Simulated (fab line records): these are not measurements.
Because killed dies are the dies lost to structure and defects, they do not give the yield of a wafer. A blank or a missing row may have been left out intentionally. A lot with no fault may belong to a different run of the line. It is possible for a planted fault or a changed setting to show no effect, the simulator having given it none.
fab line records ; flow sky130 ; part 1 of 2: steps 1 to 23 of 35
record: lots: 5; wafers: 15; last-day: 50
route steps=708 shown FIELD_ISO@8 NWELL@32 DNWELL@35
lots untouched by any fault: they come from a run of this same line in which no faults occurred
start-h: start of the lot's first displayed wafer, in hours after the record's first day ; wait-h: how many hours have passed since the lot's step before this one ; " same as the row above ; L1.1+2: a single row standing in for several wafers ; - no value, or no start was given ; * or withheld: withheld ; < > ~ a bound
route shown NAME@n: a module of which the file shows steps, and the number in the route of the first ; usual: mean/standard deviation of fault-free wafers ; same: alike in all rows ; chamber/n: place in a boat ; sites: the reading at each site ; _std_site: standard deviation across them ; _edge_site: mean of outer sites minus mean of inner sites ; radius-mm: for every site, how far away it sits from the centre of the wafer ; mask NAME#n: copy n ; behind: the most recent tool/chamber to have shaped the wafer ; hold: reason for holding the lot/hours on hold/outcome of the hold ; device: whichever transistor did not switch (one of n, p or np) ; end of line: the tests these same wafers got at the end of their route ; step lacking rows: just its recipe ; killed: not the wafer's yield, but the dies lost to structure and defects at the first sort ; map: per-die view of a wafer (x killed, . not killed, _ where there is no die)
set.NAME: setting as actually run; set.NAME@STEP: the setting as run at that earlier step ; model.NAME: the simulator's own value behind a step, which no gauge read
a table for each step, a row for each wafer; lots at some steps of the route
services: when a tool's chamber went out of use (start-h, in hours from the record's first day, below 0 if earlier), for how many hours, and the reason
== steps ==
step: SKY_FIELD_ISO_COAT_07
recipe: resist: BARC; temp-c: withheld; time-s: withheld; spin-rpm: 3000; resist-thk-nm: 60
usual: exhaust-pa: 45.0/0.88
lot.wafer;tool;chamber;start-h;wait-h;exhaust-pa
L075.1;litho-track-01;0;28.68;0.1;44.9
L075.2;litho-track-01;0;28.68;0.1;44.6
L075.3;litho-track-01;0;28.68;0.1;45.7
L078.1;litho-track-04;0;44.92;0.1;45.8
L078.3;litho-track-04;0;44.92;0.1;46.6
L078.4;litho-track-04;0;44.92;0.1;46.5
L090.1;litho-track-01;0;106.23;0.1;46.6
L090.3;litho-track-01;0;106.23;0.1;46.3
L090.5;litho-track-01;0;106.23;0.1;45.7
L093.2;litho-track-02;0;119.02;0.1;44.0
L093.3;litho-track-02;0;119.02;0.1;43.0
L093.6;litho-track-02;0;119.02;0.1;43.8
L097.1;litho-track-04;0;139.32;0.1;44.4
L097.3;litho-track-04;0;139.32;0.1;44.8
L097.6;litho-track-04;0;139.32;0.1;43.7
step: SKY_FIELD_ISO_COAT_08
recipe: resist: KrF-thick; spin-rpm: 3000; resist-thk-nm: 450
usual: exhaust-pa: 45.2/0.85
lot.wafer;tool;chamber;start-h;wait-h;exhaust-pa
L075.1;litho-track-01;0;-;-;45.2
L075.2;litho-track-01;0;-;-;44.8
L075.3;litho-track-01;0;-;-;44.5
L078.1;litho-track-04;0;-;-;46.4
L078.3;litho-track-04;0;-;-;45.4
L078.4;litho-track-04;0;-;-;46.0
L090.1;litho-track-01;0;-;-;46.7
L090.3;litho-track-01;0;-;-;45.2
L090.5;litho-track-01;0;-;-;45.4
L093.2;litho-track-02;0;-;-;45.6
L093.3;litho-track-02;0;-;-;45.1
L093.6;litho-track-02;0;-;-;45.9
L097.1;litho-track-04;0;-;-;45.9
L097.3;litho-track-04;0;-;-;45.8
L097.6;litho-track-04;0;-;-;46.1
step: SKY_FIELD_ISO_SOFTBAKE_09
recipe: temp-c: 100; time-s: 94.25; resist: KrF-thick
usual: exhaust-pa: 45.0/0.91; plate-sensor-t-centre-C: 100.88/0.01; plate-sensor-t-edge-C: 100.95/0.011
lot.wafer;tool;chamber;start-h;wait-h;exhaust-pa;plate-sensor-t-centre-C;plate-sensor-t-edge-C
L075.1;litho-track-01;0;-;-;43.7;100.88;100.95
L075.2;litho-track-01;0;-;-;44.1;100.88;100.95
L075.3;litho-track-01;0;-;-;45.2;100.87;100.94
L078.1;litho-track-04;0;-;-;44.1;100.88;100.95
L078.3;litho-track-04;0;-;-;44.0;100.87;100.93
L078.4;litho-track-04;0;-;-;44.5;100.88;100.96
L090.1;litho-track-01;0;-;-;45.0;100.90;100.94
L090.3;litho-track-01;0;-;-;45.0;100.89;100.97
L090.5;litho-track-01;0;-;-;44.7;100.87;100.95
L093.2;litho-track-02;0;-;-;45.3;100.89;100.95
L093.3;litho-track-02;0;-;-;44.2;100.87;100.95
L093.6;litho-track-02;0;-;-;44.0;100.90;100.96
L097.1;litho-track-04;0;-;-;44.8;100.88;100.95
L097.3;litho-track-04;0;-;-;44.5;100.88;100.95
L097.6;litho-track-04;0;-;-;44.3;100.87;100.97
step: SKY_FIELD_ISO_EXPOSE_10
recipe: mask-id: FOM; na: 0.68; source-shape: annular; sigma-inner: 0.4; sigma-outer: 0.8; target-cd-nm: 150; dose-mj: 28
usual: reticle-temp-C: 22.98/0.12
lot.wafer;tool;chamber;start-h;wait-h;mask;reticle-temp-C
L075.1;krf-scanner-02;0;-;-;FOM#0;22.98
L075.2;krf-scanner-02;0;-;-;FOM#0;22.82
L075.3;krf-scanner-02;0;-;-;FOM#0;22.92
L078.1;krf-scanner-02;0;-;-;FOM#0;23.05
L078.3;krf-scanner-02;0;-;-;FOM#0;23.16
L078.4;krf-scanner-02;0;-;-;FOM#0;22.99
L090.1;krf-scanner-01;0;-;-;FOM#0;22.89
L090.3;krf-scanner-01;0;-;-;FOM#0;22.80
L090.5;krf-scanner-01;0;-;-;FOM#0;22.87
L093.2;krf-scanner-01;0;-;-;FOM#0;22.99
L093.3;krf-scanner-01;0;-;-;FOM#0;22.97
L093.6;krf-scanner-01;0;-;-;FOM#0;22.93
L097.1;krf-scanner-01;0;-;-;FOM#0;23.07
L097.3;krf-scanner-01;0;-;-;FOM#0;23.08
L097.6;krf-scanner-01;0;-;-;FOM#0;23.15
step: SKY_FIELD_ISO_PEB_11
recipe: peb-temp-c: withheld; peb-time-s: withheld; resist: KrF-thick
usual: exhaust-pa: 44.9/0.86
lot.wafer;tool;chamber;start-h;wait-h;exhaust-pa
L075.1;litho-track-01;0;-;-;46.2
L075.2;litho-track-01;0;-;-;44.9
L075.3;litho-track-01;0;-;-;46.3
L078.1;litho-track-04;0;-;-;45.8
L078.3;litho-track-04;0;-;-;47.2
L078.4;litho-track-04;0;-;-;45.4
L090.1;litho-track-04;0;-;-;44.9
L090.3;litho-track-04;0;-;-;45.0
L090.5;litho-track-04;0;-;-;45.1
L093.2;litho-track-04;0;-;-;44.7
L093.3;litho-track-04;0;-;-;43.7
L093.6;litho-track-04;0;-;-;44.2
L097.1;litho-track-04;0;-;-;45.9
L097.3;litho-track-04;0;-;-;44.8
L097.6;litho-track-04;0;-;-;45.2
step: SKY_FIELD_ISO_DEVELOP_12
recipe: develop-time-s: 60; resist: KrF-thick; dev-temp-c: 21
usual: exhaust-pa: 45.2/0.93
lot.wafer;tool;chamber;start-h;wait-h;exhaust-pa
L075.1;litho-track-01;0;-;-;44.3
L075.2;litho-track-01;0;-;-;43.3
L075.3;litho-track-01;0;-;-;43.3
L078.1;litho-track-04;0;-;-;44.8
L078.3;litho-track-04;0;-;-;44.5
L078.4;litho-track-04;0;-;-;45.6
L090.1;litho-track-04;0;-;-;45.7
L090.3;litho-track-04;0;-;-;44.3
L090.5;litho-track-04;0;-;-;44.7
L093.2;litho-track-04;0;-;-;43.7
L093.3;litho-track-04;0;-;-;42.4
L093.6;litho-track-04;0;-;-;44.7
L097.1;litho-track-04;0;-;-;44.3
L097.3;litho-track-04;0;-;-;45.0
L097.6;litho-track-04;0;-;-;43.8
step: SKY_FIELD_ISO_CD_MEAS_13
recipe: target-cd-nm: 150
usual: cd-nm: 149.8/1.8
lot.wafer;tool;chamber;start-h;wait-h;cd-nm
L075.1;cd-sem-02;-;36.68;-;150.5
L075.2;cd-sem-02;-;36.68;-;150.7
L075.3;cd-sem-02;-;36.68;-;148.8
L078.1;cd-sem-02;-;53.62;-;150.6
L078.3;cd-sem-02;-;53.62;-;149.6
L078.4;cd-sem-02;-;53.62;-;148.8
L090.1;cd-sem-02;-;115.72;-;148.5
L090.3;cd-sem-02;-;115.72;-;150.0
L090.5;cd-sem-02;-;115.72;-;149.6
L093.2;cd-sem-01;-;129.14;-;154.7
L093.3;cd-sem-01;-;129.14;-;155.0
L093.6;cd-sem-01;-;129.14;-;153.7
L097.1;cd-sem-01;-;149.97;-;148.3
L097.3;cd-sem-01;-;149.97;-;148.4
L097.6;cd-sem-01;-;149.97;-;149.9
step: SKY_FIELD_ISO_ETCH_14
recipe: chemistry: N2/H2; target: BARC; ion-energy-ev: 200; source-w: 500; bias-w: 100; pressure-mtorr: 30; n2-flow-sccm: 100; h2-flow-sccm: 200; stop-on: SiO2; time-s: 44.48; target-depth-a: 600
usual: drypump-motor-current-A: 5.5/0.36; oes-product-au: 0.869/0.0042; throttle-valve-pct: 13.224/0.0082
lot.wafer;tool;chamber;start-h;wait-h;drypump-motor-current-A;oes-product-au;rf-hours-counter-h;throttle-valve-pct
L075.1;rie-diel-01;2;36.80;0.1;5.1;0.866;10;13.237
L075.2;rie-diel-01;3;36.80;0.1;5.3;0.867;17;13.212
L075.3;rie-diel-01;1;36.80;0.1;6.1;0.864;60;13.231
L078.1;rie-diel-04;0;53.74;0.1;4.9;0.870;53;13.227
L078.3;rie-diel-04;3;53.74;0.1;5.4;0.875;113;13.226
L078.4;rie-diel-04;1;53.74;0.1;6.2;0.869;44;13.239
L090.1;rie-diel-04;3;115.84;0.1;5.4;0.870;114;13.209
L090.3;rie-diel-04;0;115.84;0.1;4.9;0.876;54;13.229
L090.5;rie-diel-04;3;115.84;0.1;5.4;0.868;-;13.218
L093.2;rie-diel-03;2;129.24;0.1;5.8;0.874;76;13.217
L093.3;rie-diel-03;0;129.24;0.1;5.6;0.862;73;13.206
L093.6;rie-diel-03;1;129.24;0.1;5.2;0.867;-;13.226
L097.1;rie-diel-03;0;150.09;0.1;5.6;0.864;74;13.229
L097.3;rie-diel-03;3;150.09;0.1;5.6;0.872;7;13.233
L097.6;rie-diel-03;3;150.09;0.1;5.6;0.868;-;13.230
step: SKY_FIELD_ISO_ETCH_15
recipe: chemistry: CHF3/O2; target-depth-nm: 180; stop-on: Si; source-w: 600; bias-w: 200; pressure-mtorr: 40; chf3-flow-sccm: 50; O2_flow_sccm: 5; time-s: 72
usual: drypump-motor-current-A: 5.5/0.36; oes-product-au: 0.948/0.0065; throttle-valve-pct: 8.846/0.0093
lot.wafer;tool;chamber;start-h;wait-h;drypump-motor-current-A;oes-product-au;rf-hours-counter-h;throttle-valve-pct
L075.1;rie-diel-01;2;36.84;0.0;5.1;0.943;10;8.835
L075.2;rie-diel-01;3;36.84;0.0;5.3;0.952;17;8.833
L075.3;rie-diel-01;1;36.84;0.0;6.1;0.948;60;8.851
L078.1;rie-diel-04;0;53.78;0.0;4.9;0.947;53;8.840
L078.3;rie-diel-04;3;53.78;0.0;5.4;0.948;113;8.837
L078.4;rie-diel-04;1;53.78;0.0;6.2;0.952;44;8.849
L090.1;rie-diel-04;3;115.88;0.0;5.4;0.947;114;8.847
L090.3;rie-diel-04;0;115.88;0.0;4.9;0.949;54;8.835
L090.5;rie-diel-04;3;115.88;0.0;5.4;0.956;-;8.868
L093.2;rie-diel-03;2;129.28;0.0;5.8;0.930;76;8.840
L093.3;rie-diel-03;0;129.28;0.0;5.6;0.932;73;8.847
L093.6;rie-diel-03;1;129.28;0.0;5.2;0.937;-;8.835
L097.1;rie-diel-03;0;150.13;0.0;5.6;0.946;74;8.839
L097.3;rie-diel-03;3;150.13;0.0;5.6;0.942;7;8.857
L097.6;rie-diel-03;3;150.13;0.0;5.5;0.941;-;8.834
step: SKY_FIELD_ISO_STRIP_16
recipe: chemistry: O2/N2; power-w: 1400; pressure-mtorr: 1500; platen-temp-c: withheld; o2-flow-sccm: 3000; n2-flow-sccm: 300; overash-fraction: 0.5
usual: drypump-motor-current-A: 5.9/0.39; oes-product-au: 0.379/0.0048; strip-time-to-endpoint-s: 3.56/0.033
lot.wafer;tool;chamber;start-h;wait-h;drypump-motor-current-A;oes-product-au;rf-hours-counter-h;strip-time-to-endpoint-s
L075.1;plasma-asher-02;0;36.90;0.0;5.7;0.371;35;3.54
L075.2;plasma-asher-02;1;36.90;0.0;6.2;0.381;35;3.56
L075.3;plasma-asher-02;0;36.90;0.0;5.7;0.373;-;3.56
L078.1;plasma-asher-03;0;53.84;0.0;5.9;0.379;36;3.58
L078.3;plasma-asher-03;0;53.84;0.0;5.9;0.381;-;3.55
L078.4;plasma-asher-03;1;53.84;0.0;6.1;0.373;-;3.53
L090.1;plasma-asher-01;0;115.94;0.0;6.3;0.371;43;3.57
L090.3;plasma-asher-01;0;115.94;0.0;6.3;0.382;-;3.58
L090.5;plasma-asher-01;1;115.94;0.0;5.2;0.380;-;3.56
L093.2;plasma-asher-01;1;129.34;0.0;5.2;0.378;44;3.53
L093.3;plasma-asher-01;1;129.34;0.0;5.2;0.382;-;3.56
L093.6;plasma-asher-01;1;129.34;0.0;5.2;0.379;-;3.56
L097.1;plasma-asher-02;1;150.19;0.0;6.2;0.378;3;3.52
L097.3;plasma-asher-02;0;150.19;0.0;5.7;0.372;-;3.55
L097.6;plasma-asher-02;0;150.19;0.0;5.7;0.380;-;3.61
step: SKY_FIELD_ISO_ETCH_17
recipe: target-depth-a: 3420; mask-material: Si3N4; chemistry: HBr/Cl2/O2; target: Si; taper-deg: 5; icp-w: 600; bias-w: 150; pressure-mtorr: 15; HBr_flow_sccm: 150; Cl2_flow_sccm: 40; O2_flow_sccm: 6; time-s: 97.7
usual: drypump-motor-current-A: 6.0/0.49; mfc-cl2-sccm: 40.01/0.11; oes-product-au: 1.000/0.008; throttle-valve-pct: 25.655/0.011
lot.wafer;tool;chamber;start-h;wait-h;drypump-motor-current-A;mfc-cl2-sccm;oes-product-au;rf-hours-counter-h;throttle-valve-pct
L075.1;rie-si-02;2;37.00;0.1;6.2;39.86;1.017;3;25.643
L075.2;rie-si-02;0;37.00;0.1;5.5;40.27;0.994;7;25.671
L075.3;rie-si-02;1;37.00;0.1;5.8;40.10;0.999;1;25.643
L078.1;rie-si-02;3;53.94;0.1;6.5;40.07;0.993;39;25.654
L078.3;rie-si-02;1;53.94;0.1;5.8;40.09;1.011;1;25.643
L078.4;rie-si-02;2;53.94;0.1;6.2;40.10;1.001;3;25.648
L090.1;rie-si-02;2;116.04;0.1;6.3;40.08;1.007;3;25.636
L090.3;rie-si-02;0;116.04;0.1;5.4;39.80;0.994;8;25.662
L090.5;rie-si-02;2;116.04;0.1;6.2;40.05;1.012;-;25.644
L093.2;rie-si-01;1;129.44;0.1;6.6;39.80;0.994;110;25.666
L093.3;rie-si-01;2;129.44;0.1;5.6;39.98;0.994;121;25.679
L093.6;rie-si-01;2;129.44;0.1;5.6;39.88;1.003;-;25.655
L097.1;rie-si-01;3;150.29;0.1;5.2;40.05;0.987;0;25.666
L097.3;rie-si-01;1;150.29;0.1;6.6;39.95;1.000;110;25.659
L097.6;rie-si-01;3;150.29;0.1;5.2;40.08;0.992;-;25.670
step: SKY_FIELD_ISO_WET_ETCH_18
recipe: chemistry: H3PO4; target-depth-nm: 25; temp-c: 160; target: Si3N4; time-s: 286
usual: temp-c: 159.97/0.14
lot.wafer;tool;chamber;start-h;wait-h;temp-c
L075.1;wet-bench-04;0;37.07;0.0;159.82
L075.2;wet-bench-04;0;37.07;0.0;159.87
L075.3;wet-bench-04;0;37.07;0.0;160.07
L078.1;wet-bench-04;2;54.01;0.0;160.03
L078.3;wet-bench-04;2;54.01;0.0;159.85
L078.4;wet-bench-04;2;54.01;0.0;159.92
L090.1;wet-bench-01;0;116.11;0.0;159.99
L090.3;wet-bench-01;0;116.11;0.0;159.81
L090.5;wet-bench-01;0;116.11;0.0;160.06
L093.2;wet-bench-01;3;129.51;0.0;160.04
L093.3;wet-bench-01;3;129.51;0.0;159.78
L093.6;wet-bench-01;3;129.51;0.0;160.22
L097.1;wet-bench-04;3;150.36;0.0;160.24
L097.3;wet-bench-04;3;150.36;0.0;160.02
L097.6;wet-bench-04;3;150.36;0.0;160.13
step: SKY_FIELD_ISO_CLEAN_19
recipe: chemistry: SC1/SC2; mix: 1:4:20; temp-c: 70; time-s: 150
usual: temp-c: 70.03/0.11
lot.wafer;tool;chamber;start-h;wait-h;temp-c
L075.1;wet-bench-03;3;37.16;0.0;70.06
L075.2;wet-bench-03;3;37.16;0.0;70.05
L075.3;wet-bench-03;3;37.16;0.0;70.03
L078.1;wet-bench-03;3;54.09;0.0;70.23
L078.3;wet-bench-03;3;54.09;0.0;70.00
L078.4;wet-bench-03;3;54.09;0.0;70.14
L090.1;wet-bench-04;2;116.20;0.0;70.17
L090.3;wet-bench-04;2;116.20;0.0;70.19
L090.5;wet-bench-04;2;116.20;0.0;70.09
L093.2;wet-bench-04;2;129.60;0.0;70.11
L093.3;wet-bench-04;2;129.60;0.0;69.89
L093.6;wet-bench-04;2;129.60;0.0;70.04
L097.1;wet-bench-03;0;150.44;0.0;70.14
L097.3;wet-bench-03;0;150.44;0.0;69.97
L097.6;wet-bench-03;0;150.44;0.0;70.11
step: SKY_FIELD_ISO_CLEAN_20
recipe: chemistry: dHF; time-s: 20; dilution: 100:1
lot.wafer;tool;chamber;start-h;wait-h
L075.1+2+3;wet-bench-04;0;37.26;0.0
L078.1+3+4;wet-bench-04;2;54.14;0.0
L090.1+3+5;wet-bench-01;1;116.25;0.0
L093.2+3+6;wet-bench-01;2;129.65;0.0
L097.1+3+6;wet-bench-01;2;150.55;0.0
step: SKY_FIELD_ISO_WET_ETCH_21
recipe: chemistry: dHF; dilution: 100:1; target-depth-nm: 20; dry: ipa-marangoni; target: SiO2; temp-c: 25; time-s: 400
usual: temp-c: 25.00/0.1
lot.wafer;tool;chamber;start-h;wait-h;temp-c
L075.1;wet-bench-03;2;37.27;0.0;24.99
L075.2;wet-bench-03;2;37.27;0.0;24.98
L075.3;wet-bench-03;2;37.27;0.0;24.98
L078.1;wet-bench-03;1;54.16;0.0;24.86
L078.3;wet-bench-03;1;54.16;0.0;24.99
L078.4;wet-bench-03;1;54.16;0.0;25.03
L090.1;wet-bench-04;1;116.27;0.0;25.00
L090.3;wet-bench-04;1;116.27;0.0;25.10
L090.5;wet-bench-04;1;116.27;0.0;25.18
L093.2;wet-bench-03;0;129.67;0.0;24.94
L093.3;wet-bench-03;0;129.67;0.0;24.91
L093.6;wet-bench-03;0;129.67;0.0;24.85
L097.1;wet-bench-03;0;150.57;0.0;24.95
L097.3;wet-bench-03;0;150.57;0.0;24.85
L097.6;wet-bench-03;0;150.57;0.0;24.95
step: SKY_FIELD_ISO_OXIDATION_22
recipe: temp-c: 950; ambient: O2; stabilise-s: 600; purge-s: 300; target-thk-a: 100; ox-time-s: 623
lot.wafer;tool;chamber;start-h;wait-h
L075.1+2+3;furnace-01;0;37.88;0.4
L078.1+3+4;furnace-01;0;54.28;0.0
L090.1+3+5;furnace-02;0;116.39;0.0
L093.2+3+6;furnace-01;0;130.74;1.0
L097.1+3+6;furnace-02;0;151.64;0.8
step: SKY_FIELD_ISO_THK_MEAS_23
recipe: reads: SiO2_of_FIELD_ISO_OXIDATION_22
usual: FIELD_ISO_OXIDATION_01_THK: 9.96/0.25
lot.wafer;tool;chamber;start-h;wait-h;FIELD_ISO_OXIDATION_01_THK[nm]
L075.1;film-metro-01;-;39.06;0.0;9.93
L075.2;film-metro-01;-;39.06;0.0;10.01
L075.3;film-metro-01;-;39.06;0.0;10.13
L078.1;film-metro-03;-;55.45;0.0;9.73
L078.3;film-metro-03;-;55.45;0.0;9.80
L078.4;film-metro-03;-;55.45;0.0;10.00
L090.1;film-metro-01;-;117.56;0.0;10.39
L090.3;film-metro-01;-;117.56;0.0;10.13
L090.5;film-metro-01;-;117.56;0.0;10.24
L093.2;film-metro-01;-;131.92;0.0;10.07
L093.3;film-metro-01;-;131.92;0.0;10.07
L093.6;film-metro-01;-;131.92;0.0;10.21
L097.1;film-metro-01;-;152.82;0.0;10.14
L097.3;film-metro-01;-;152.82;0.0;10.21
L097.6;film-metro-01;-;152.82;0.0;10.03
step: SKY_FIELD_ISO_CVD_24
recipe: material: SiO2; target-thk-nm: 595; temp-c: 650; sigma-open-frac: 0.3; time-s: 99.2; sih4-flow-sccm: 60; pressure-mtorr: 6
usual: susceptor-temp-C: 650.0/0.32
lot.wafer;tool;chamber;start-h;wait-h;susceptor-temp-C
L075.1;hdpcvd-01;0;39.12;0.1;650.2
L075.2;hdpcvd-01;2;39.12;0.1;649.9
L075.3;hdpcvd-01;1;39.12;0.1;649.7
L078.1;hdpcvd-01;0;55.51;0.1;650.0
L078.3;hdpcvd-01;1;55.51;0.1;649.7
L078.4;hdpcvd-01;2;55.51;0.1;650.8
L090.1;hdpcvd-02;1;117.62;0.1;650.0
L090.3;hdpcvd-02;0;117.62;0.1;649.9
L090.5;hdpcvd-02;2;117.62;0.1;650.7
L093.2;hdpcvd-01;0;131.97;0.0;649.5
L093.3;hdpcvd-01;2;131.97;0.0;649.9
L093.6;hdpcvd-01;2;131.97;0.0;650.1
L097.1;hdpcvd-01;2;152.88;0.1;650.1
L097.3;hdpcvd-01;0;152.88;0.1;650.6
L097.6;hdpcvd-01;2;152.88;0.1;650.4
step: SKY_FIELD_ISO_THK_MEAS_25
recipe: reads: SiO2_of_FIELD_ISO_CVD_24
usual: FIELD_ISO_CVD_24_THK: 594/5.9
lot.wafer;tool;chamber;start-h;wait-h;FIELD_ISO_CVD_24_THK[nm]
L075.1;film-metro-01;-;39.19;0.0;586
L075.2;film-metro-01;-;39.19;0.0;600
L075.3;film-metro-01;-;39.19;0.0;593
L078.1;film-metro-01;-;55.58;0.0;587
L078.3;film-metro-01;-;55.58;0.0;595
L078.4;film-metro-01;-;55.58;0.0;595
L090.1;film-metro-01;-;117.69;0.0;590
L090.3;film-metro-01;-;117.69;0.0;586
L090.5;film-metro-01;-;117.69;0.0;584
L093.2;film-metro-04;-;132.05;0.0;600
L093.3;film-metro-04;-;132.05;0.0;598
L093.6;film-metro-04;-;132.05;0.0;603
L097.1;film-metro-03;-;152.95;0.0;592
L097.3;film-metro-03;-;152.95;0.0;592
L097.6;film-metro-03;-;152.95;0.0;591
step: SKY_FIELD_ISO_ANNEAL_26
recipe: temp-c: 1000; time-s: 1800; ambient: N2
lot.wafer;tool;chamber;start-h;wait-h
L075.1+2+3;furnace-01;0;39.25;0.1
L078.1+3+4;furnace-02;0;55.64;0.1
L090.1+3+5;furnace-02;0;117.75;0.1
L093.2+3+6;furnace-02;0;134.67;2.6
L097.1+3+6;furnace-02;0;153.01;0.1
step: SKY_FIELD_ISO_CMP_27
recipe: stop-on: Si3N4; t-overpolish-s: 16; down-force-psi: 4; platen-rpm: 60; target-thk-nm: 457.8; pad-velocity-m-s: 0.94248
usual: motor-current-A: 12.8/1.1; overpolish-run-s: 16.000/0.0093; platen-rpm: 60.00/0.039; slurry-flow-ml-min: 150.0/0.47; time-to-endpoint-s: 114/3.7
lot.wafer;tool;chamber;start-h;wait-h;motor-current-A;overpolish-run-s;platen-rpm;slurry-flow-ml-min;time-to-endpoint-s
L075.2;cmp-01;3;40.80;0.1;12.9;16.012;60.07;149.6;114
L075.1;cmp-01;0;40.80;0.1;13.1;15.991;60.01;149.9;109
L075.3;cmp-01;1;40.80;0.1;14.6;16.005;59.95;150.3;110
L078.1;cmp-01;3;57.14;0.0;12.3;16.011;60.00;150.0;113
L078.3;cmp-01;0;57.14;0.0;13.4;15.981;60.06;150.7;111
L078.4;cmp-01;1;57.14;0.0;14.9;16.015;60.05;149.7;116
L090.3;cmp-02;0;119.35;0.1;12.2;15.993;59.96;150.4;118
L090.1;cmp-02;1;119.35;0.1;10.8;15.995;59.94;150.3;121
L090.5;cmp-02;3;119.35;0.1;13.9;16.007;60.07;150.9;112
L093.3;cmp-01;1;136.27;0.1;15.1;16.002;59.97;149.6;115
L093.2;cmp-01;2;136.27;0.1;12.2;15.996;59.99;149.5;110
L093.6;cmp-01;0;136.27;0.1;13.6;16.001;59.96;150.1;113
L097.3;cmp-02;0;154.56;0.1;12.3;16.003;59.98;150.4;113
L097.1;cmp-02;1;154.56;0.1;11.0;15.996;60.00;149.5;118
L097.6;cmp-02;0;154.56;0.1;12.8;16.000;60.08;150.3;115
step: SKY_FIELD_ISO_WET_ETCH_28
recipe: chemistry: dHF; target-depth-nm: 23.7; target: SiO2; dilution: 10:1; temp-c: 25; time-s: 47
usual: temp-c: 24.98/0.1
lot.wafer;tool;chamber;start-h;wait-h;temp-c
L075.1;wet-bench-03;1;41.05;0.1;25.03
L075.2;wet-bench-03;1;41.05;0.1;25.08
L075.3;wet-bench-03;1;41.05;0.1;24.88
L078.1;wet-bench-04;2;57.44;0.2;25.07
L078.3;wet-bench-04;2;57.44;0.2;25.07
L078.4;wet-bench-04;2;57.44;0.2;25.11
L090.1;wet-bench-04;1;119.55;0.1;25.05
L090.3;wet-bench-04;1;119.55;0.1;24.93
L090.5;wet-bench-04;1;119.55;0.1;24.95
L093.2;wet-bench-01;2;136.47;0.1;25.02
L093.3;wet-bench-01;2;136.47;0.1;24.88
L093.6;wet-bench-01;2;136.47;0.1;24.82
L097.1;wet-bench-03;0;154.81;0.1;24.94
L097.3;wet-bench-03;0;154.81;0.1;24.84
L097.6;wet-bench-03;0;154.81;0.1;24.85
step: SKY_FIELD_ISO_WET_ETCH_29
recipe: chemistry: H3PO4; target-depth-nm: 160; target: Si3N4; temp-c: 160; time-s: 1825
usual: temp-c: 160.00/0.15
lot.wafer;tool;chamber;start-h;wait-h;temp-c
L075.1;wet-bench-03;1;41.07;0.0;160.13
L075.2;wet-bench-03;1;41.07;0.0;160.13
L075.3;wet-bench-03;1;41.07;0.0;160.04
L078.1;wet-bench-01;2;57.46;0.0;160.12
L078.3;wet-bench-01;2;57.46;0.0;159.80
L078.4;wet-bench-01;2;57.46;0.0;160.01
L090.1;wet-bench-01;1;119.57;0.0;159.97
L090.3;wet-bench-01;1;119.57;0.0;159.77
L090.5;wet-bench-01;1;119.57;0.0;160.09
L093.2;wet-bench-04;2;136.49;0.0;159.84
L093.3;wet-bench-04;2;136.49;0.0;160.15
L093.6;wet-bench-04;2;136.49;0.0;159.89
L097.1;wet-bench-01;3;154.86;0.0;159.89
L097.3;wet-bench-01;3;154.86;0.0;160.10
L097.6;wet-bench-01;3;154.86;0.0;160.05
